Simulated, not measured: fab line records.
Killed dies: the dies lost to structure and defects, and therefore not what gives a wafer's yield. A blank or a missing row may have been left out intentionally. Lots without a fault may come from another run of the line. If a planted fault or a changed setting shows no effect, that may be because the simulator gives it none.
Which tool did it? -- flow gf180mcu -- 36 wafers sampled from 12 lots at 1 step of a route of 602

== WHAT EACH GAUGE READ, for each wafer ==
GF_DNWELL_TW_MEAS_09.
lot,measured,on,DNWELL_TW
L075,day 3 01:47,filmMetro-03,1343 1335 1335
L077,day 3 10:37,filmMetro-01,1358 1361 1362
L079,day 3 20:59,filmMetro-04,1353 1341 1353
L081,day 4 09:34,filmMetro-04,1353 1364 1362
L083,day 4 18:40,filmMetro-01,1352 1353 1357
L085,day 5 05:28,filmMetro-03,1350 1350 1356
L087,day 5 16:10,filmMetro-01,1352 1344 1355
L089,day 6 01:58,filmMetro-01,1364 1369 1361
L091,day 6 13:40,filmMetro-04,1358 1350 1352
L093,day 7 00:29,filmMetro-04,1336 1341 1347
L095,day 7 10:32,filmMetro-03,1350 1353 1342
L097,day 7 20:55,filmMetro-03,1350 1346 1350

== TOOL THAT RAN EACH LOT (tool first, then ch and the chambers of the sampled wafers, then the start) ==
There is no process step in the record ahead of these readings.

== THE ANSWER, worked out from the rows above alone ==
Rule: what is usual is taken from the lots themselves. Put in order of their means at a reading, lots are off if they are a third of the lots or fewer, leave a main group of 4 or more, and stand apart from it by a gap of 3 or more times the standard deviation of the main group's means; of several such gaps the widest counts. If all means in a main group match to the digits the tables above print for the reading, that group is not used. A lot without any number at a reading at which 4 lots or more have one is off too. Where the step has rows for the other lots, those lots are counted as sound.
Across all readings shown, no lot is off: no conclusion can be drawn from this.

== WHAT HAD BEEN PUT IN BY THE SIMULATOR ==
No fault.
